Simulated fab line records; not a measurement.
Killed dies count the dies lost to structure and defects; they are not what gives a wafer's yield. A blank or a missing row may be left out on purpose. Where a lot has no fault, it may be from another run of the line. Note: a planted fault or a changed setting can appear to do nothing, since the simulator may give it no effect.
What tool caused it? | flow sky130 | 14 lots with 42 wafers sampled at 4 steps, on a route of 708 steps

## WHAT EACH GAUGE READ, for each wafer
SKY_SONOS_ONO_THK_MEAS_05.
lot  | measured     | on            | SONOS_ONO_CVD_04_THK (nm)
L519 | day 12 02:54 | film metro-02 | 5.44 5.26 5.47
L521 | day 12 19:22 | film metro-01 | 5.40 5.33 5.40
L523 | day 13 08:31 | film metro-03 | 5.33 5.28 5.29
L524 | day 13 13:54 | film metro-01 | 5.34 5.36 5.30
L526 | day 14 22:11 | film metro-02 | 5.44 5.43 5.34
L531 | day 16 05:22 | film metro-03 | 5.33 5.18 5.27
L532 | day 16 09:02 | film metro-02 | 5.38 5.48 5.29
L533 | day 16 14:32 | film metro-02 | 5.41 5.36 5.45
L534 | day 17 00:16 | film metro-03 | 5.45 5.58 5.46
L536 | day 17 16:58 | film metro-03 | 5.60 5.52 5.46
L537 | day 18 07:56 | film metro-03 | 5.51 5.48 5.41
L538 | day 18 13:26 | film metro-03 | 5.31 5.38 5.34
L539 | day 18 14:40 | film metro-01 | 5.26 5.36 5.32
L540 | day 19 01:59 | film metro-03 | 5.59 5.65 5.74

SKY_SD_N_CD_MEAS_07 targets a cd of 380 nm.
lot  | measured     | on        | cd nm (nm)
L519 | day 28 02:39 | cd sem-01 | 383.9 381.0 380.4
L521 | day 29 21:10 | cd sem-02 | 376.6 376.6 379.3
L523 | day 29 21:15 | cd sem-01 | 376.0 376.0 378.2
L524 | day 30 03:28 | cd sem-02 | 380.4 381.2 380.8
L526 | day 31 09:08 | cd sem-02 | 380.2 378.3 379.7
L531 | day 32 09:53 | cd sem-02 | 379.9 378.4 379.0
L532 | day 32 14:41 | cd sem-02 | 379.3 379.6 379.1
L533 | day 32 18:23 | cd sem-02 | 378.1 378.3 376.9
L534 | day 33 00:58 | cd sem-02 | 382.0 379.6 381.2
L536 | day 33 23:20 | cd sem-02 | 378.2 378.0 379.8
L537 | day 34 08:48 | cd sem-02 | 382.1 382.8 381.1
L538 | day 34 15:53 | cd sem-01 | 382.1 381.4 381.6
L539 | day 34 18:23 | cd sem-02 | 381.5 380.2 380.4
L540 | day 35 00:15 | cd sem-01 | 374.9 378.5 376.5

SKY_LI_CONTACT_BOW_MEAS_03.
lot  | measured     | on            | LI_CONTACT_BOW (um)
L519 | day 28 04:20 | film metro-04 | 72 45 64
L521 | day 29 22:51 | film metro-01 | 66 43 52
L523 | day 29 22:57 | film metro-04 | 51 51 46
L524 | day 30 05:09 | film metro-02 | 56 52 51
L526 | day 31 10:49 | film metro-02 | 65 47 51
L531 | day 32 11:33 | film metro-01 | 60 55 54
L532 | day 32 16:28 | film metro-02 | 60 53 60
L533 | day 32 20:04 | film metro-02 | 75 61 62
L534 | day 33 02:38 | film metro-04 | 45 66 59
L536 | day 34 01:01 | film metro-02 | 54 60 48
L537 | day 34 10:32 | film metro-02 | 54 49 47
L538 | day 34 17:34 | film metro-04 | 58 47 53
L539 | day 34 20:20 | film metro-02 | 64 60 61
L540 | day 35 01:56 | film metro-02 | 47 61 57

## WHICH TOOL RAN EACH LOT (tool, then ch and the chambers of the sampled wafers, then the start)
lot  | SKY_LDD_HVP_EXPOSE_04
L519 | iline stepper-02 ch 0, day 21 08:30
L521 | iline stepper-02 ch 0, day 22 08:48
L523 | iline stepper-02, day 22 23:35
L524 | iline stepper-02, day 23 10:47
L526 | iline stepper-01 ch 0, day 24 17:43
L531 | iline stepper-02 ch 0, day 25 23:43
L532 | iline stepper-02 ch 0, day 26 04:42
L533 | iline stepper-02 ch 0, day 26 08:34
L534 | iline stepper-01 ch 0, day 26 17:32
L536 | iline stepper-02 ch 0, day 27 16:03
L537 | iline stepper-02 ch 0, day 28 00:21
L538 | iline stepper-02 ch 0, day 28 07:58
L539 | iline stepper-01 ch 0, day 28 08:12
L540 | iline stepper-01 ch 0, day 28 16:51
- SKY_LDD_HVP_EXPOSE_04: exposes mask HVPTM, target cd 700 nm.

## AS READ BY THE TOOLS THEMSELVES (means over the sampled wafers that have a number; for cases with no such wafer, the mark the record gives instead)
SKY_LDD_HVP_EXPOSE_04.
lot  | tool             | exposure dose mJ cm2 | focus offset nm (nm)
L519 | iline stepper-02 | 86.02                | -0.3
L521 | iline stepper-02 | 85.92                | 0.1
L523 | iline stepper-02 | -                    | -
L524 | iline stepper-02 | -                    | -
L526 | iline stepper-01 | 85.83                | -0.1
L531 | iline stepper-02 | 86.09                | -0.6
L532 | iline stepper-02 | 85.97                | -0.3
L533 | iline stepper-02 | 86.06                | -0.6
L534 | iline stepper-01 | 85.92                | 0.6
L536 | iline stepper-02 | 85.92                | -0.0
L537 | iline stepper-02 | 86.13                | 0.2
L538 | iline stepper-02 | 86.09                | -0.5
L539 | iline stepper-01 | 86.02                | 0.2
L540 | iline stepper-01 | 86.04                | 0.3

## THE ANSWER, worked out from the rows above alone
Rule: usual is defined by the lots themselves. The widest of any qualifying gaps counts: lots, ordered by their means at a reading, are off when they make up no more than a third of the lots, leave a main group of 4 or more, and stand apart from it by 3 or more times the standard deviation of that group's means. A main group is skipped when, at the precision printed for the reading in the tables above, its means are all equal. A lot without any number at a reading at which 4 lots or more have one is off too. Where the step has rows for the other lots, those lots are counted as sound. The gauges are gone through in route order, then the tools' own readings, and for those a lot's mean is taken as printed above. The first step at which some lot is off is used, and at that step the reading that is off furthest; a lot without a number counts as furthest.
Off: L523, L524, at SKY_LDD_HVP_EXPOSE_04 (exposure dose mJ cm2). Without a number there: L523, L524. Mean 86.00 and standard deviation 0.086 in the main group.
A tool fits if, at that step or a process step before it, it ran every lot that is off, and no sound lot after the first of them. No candidate that was tried fits.

## WHAT THE SIMULATOR HAD INSERTED
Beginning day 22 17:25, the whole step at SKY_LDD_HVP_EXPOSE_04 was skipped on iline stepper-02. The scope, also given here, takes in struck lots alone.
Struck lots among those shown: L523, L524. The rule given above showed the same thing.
